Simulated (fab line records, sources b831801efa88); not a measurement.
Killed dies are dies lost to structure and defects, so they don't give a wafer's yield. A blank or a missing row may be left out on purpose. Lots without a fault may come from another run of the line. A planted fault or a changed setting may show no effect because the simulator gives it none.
Tool commonality check | flow sky130 | 10 lots, 36 wafers sampled

WHY IT WAS OPENED
At SKY_LDD_N_TW_MEAS_17 the reading LDD_N_TW is flagged on 2 of 10 lots. Wafers without a fault read 2594, standard deviation 15.
Rule: a lot is flagged when every wafer of it that has a number lies more than 4 standard deviations from that mean, or none has a number. The other lots count as sound.

lot  | measured     | on            | LDD_N_TW, wafer by wafer      | flag
L767 | day 19 00:45 | film_metro-04 | 2614 2604 2617                |
L768 | day 19 12:03 | film_metro-04 | 2627 2620 2617                |
L770 | day 20 00:49 | film_metro-01 | 2594 2610 2598                |
L774 | day 21 14:48 | film_metro-01 | 3001 3012 3014 3003 3002 2995 | FLAGGED
L775 | day 21 23:41 | film_metro-04 | 3033 3021 3028 3027 3044 3034 | FLAGGED
L776 | day 22 09:28 | film_metro-02 | 2573 2585 2581                |
L782 | day 24 15:30 | film_metro-01 | 2591 2593 2595                |
L785 | day 25 11:40 | film_metro-01 | 2599 2597 2598                |
L786 | day 25 17:38 | film_metro-02 | 2582 2584 2573                |
L787 | day 25 19:41 | film_metro-01 | 2577 2579 2606                |
The numbers of the flagged lots are 3018 on average: +424 against the usual, or +28 standard deviations.

WHICH TOOL RAN EACH LOT
The record holds 4 process steps before the reading, out of a route of 708 steps. In each cell: the tool, then ch and the chambers that the sampled wafers went through, then the start.
lot  | flag    | SKY_GATE_OXIDE_STRIP_13              | SKY_POLY_GATE_STRIP_18               | SKY_LDD_N_IMPLANT_08            | SKY_LDD_N_STRIP_16
L767 |         | plasma_asher-03 ch 0,1, day 14 19:37 | plasma_asher-01 ch 0,1, day 17 12:58 | implanter-01 ch 0, day 18 23:27 | plasma_asher-03 ch 0,1, day 19 00:39
L768 |         | plasma_asher-03 ch 0,1, day 15 07:28 | plasma_asher-02 ch 0,1, day 17 23:07 | implanter-01 ch 0, day 19 10:45 | plasma_asher-02 ch 0,1, day 19 11:57
L770 |         | plasma_asher-02 ch 0,1, day 15 18:49 | plasma_asher-02 ch 0,1, day 18 12:58 | implanter-02 ch 0, day 19 23:31 | plasma_asher-02 ch 0,1, day 20 00:43
L774 | FLAGGED | plasma_asher-04 ch 0,1, day 17 10:13 | plasma_asher-04 ch 0,1, day 20 04:43 | implanter-01 ch 0, day 21 13:30 | plasma_asher-01 ch 0,1, day 21 14:42
L775 | FLAGGED | plasma_asher-02 ch 0,1, day 17 14:19 | plasma_asher-01 ch 0,1, day 20 11:38 | implanter-01 ch 0, day 21 22:23 | plasma_asher-02 ch 0,1, day 21 23:34
L776 |         | plasma_asher-02 ch 0,1, day 18 04:37 | plasma_asher-01 ch 0,1, day 21 00:20 | implanter-04 ch 0, day 22 08:10 | plasma_asher-03 ch 0,1, day 22 09:22
L782 |         | plasma_asher-04 ch 0,1, day 20 10:16 | plasma_asher-02 ch 0,1, day 23 06:01 | implanter-02 ch 0, day 24 14:12 | plasma_asher-02 ch 0,1, day 24 15:24
L785 |         | plasma_asher-04 ch 0,1, day 21 08:17 | plasma_asher-02 ch 0,1, day 24 02:46 | implanter-01 ch 0, day 25 09:10 | plasma_asher-01 ch 0,1, day 25 11:34
L786 |         | plasma_asher-04 ch 0,1, day 21 16:09 | plasma_asher-01 ch 0,1, day 24 08:59 | implanter-02 ch 0, day 25 16:22 | plasma_asher-02 ch 0,1, day 25 17:32
L787 |         | plasma_asher-03 ch 0,1, day 21 19:14 | plasma_asher-02 ch 0,1, day 24 12:25 | implanter-01 ch 0, day 25 18:23 | plasma_asher-03 ch 0,1, day 25 19:34
What these steps do:
- SKY_GATE_OXIDE_STRIP_13: strips in O2/N2.
- SKY_POLY_GATE_STRIP_18: strips in O2/N2.
- SKY_LDD_N_IMPLANT_08
- SKY_LDD_N_STRIP_16: strips in O2/N2.
- SKY_LDD_N_TW_MEAS_17

FLAGGED OVER TOTAL, TOOL BY TOOL (the gauges that took the reading come last)
step                    | tool            | lots run | flagged | share of the flagged lots | sound lots run after its first flagged lot
SKY_GATE_OXIDE_STRIP_13 | plasma_asher-02 | 3        | 1       | some                      | 1 (L776)
SKY_GATE_OXIDE_STRIP_13 | plasma_asher-03 | 3        | 0       | none                      | -
SKY_GATE_OXIDE_STRIP_13 | plasma_asher-04 | 4        | 1       | some                      | 3 (L782,L785,L786)
SKY_POLY_GATE_STRIP_18  | plasma_asher-01 | 4        | 1       | some                      | 2 (L776,L786)
SKY_POLY_GATE_STRIP_18  | plasma_asher-02 | 5        | 0       | none                      | -
SKY_POLY_GATE_STRIP_18  | plasma_asher-04 | 1        | 1       | some                      | 0
SKY_LDD_N_IMPLANT_08    | implanter-01    | 6        | 2       | all                       | 2 (L785,L787)
SKY_LDD_N_IMPLANT_08    | implanter-02    | 3        | 0       | none                      | -
SKY_LDD_N_IMPLANT_08    | implanter-04    | 1        | 0       | none                      | -
SKY_LDD_N_STRIP_16      | plasma_asher-01 | 2        | 1       | some                      | 1 (L785)
SKY_LDD_N_STRIP_16      | plasma_asher-02 | 5        | 1       | some                      | 2 (L782,L786)
SKY_LDD_N_STRIP_16      | plasma_asher-03 | 3        | 0       | none                      | -
SKY_LDD_N_TW_MEAS_17    | film_metro-01   | 5        | 1       | some                      | 3 (L782,L785,L787)
SKY_LDD_N_TW_MEAS_17    | film_metro-02   | 2        | 0       | none                      | -
SKY_LDD_N_TW_MEAS_17    | film_metro-04   | 3        | 1       | some                      | 0

WHAT THE TABLE ALLOWS
1 row of the table ran every flagged lot: implanter-01 at SKY_LDD_N_IMPLANT_08.
- implanter-01 at SKY_LDD_N_IMPLANT_08: 2 of its 6 lots flagged. Sound lots ran on it after the first flagged one (L785, L787), which a lasting fault on the whole tool wouldn't allow. Its own readings lie more than 4 standard deviations out on every wafer of the flagged lots: beam_on_s, dose_ions_cm2, faraday_current_uA.
No row of the table ran every flagged lot and no sound lot after the first.

WHAT THE SIMULATOR HAD PUT IN
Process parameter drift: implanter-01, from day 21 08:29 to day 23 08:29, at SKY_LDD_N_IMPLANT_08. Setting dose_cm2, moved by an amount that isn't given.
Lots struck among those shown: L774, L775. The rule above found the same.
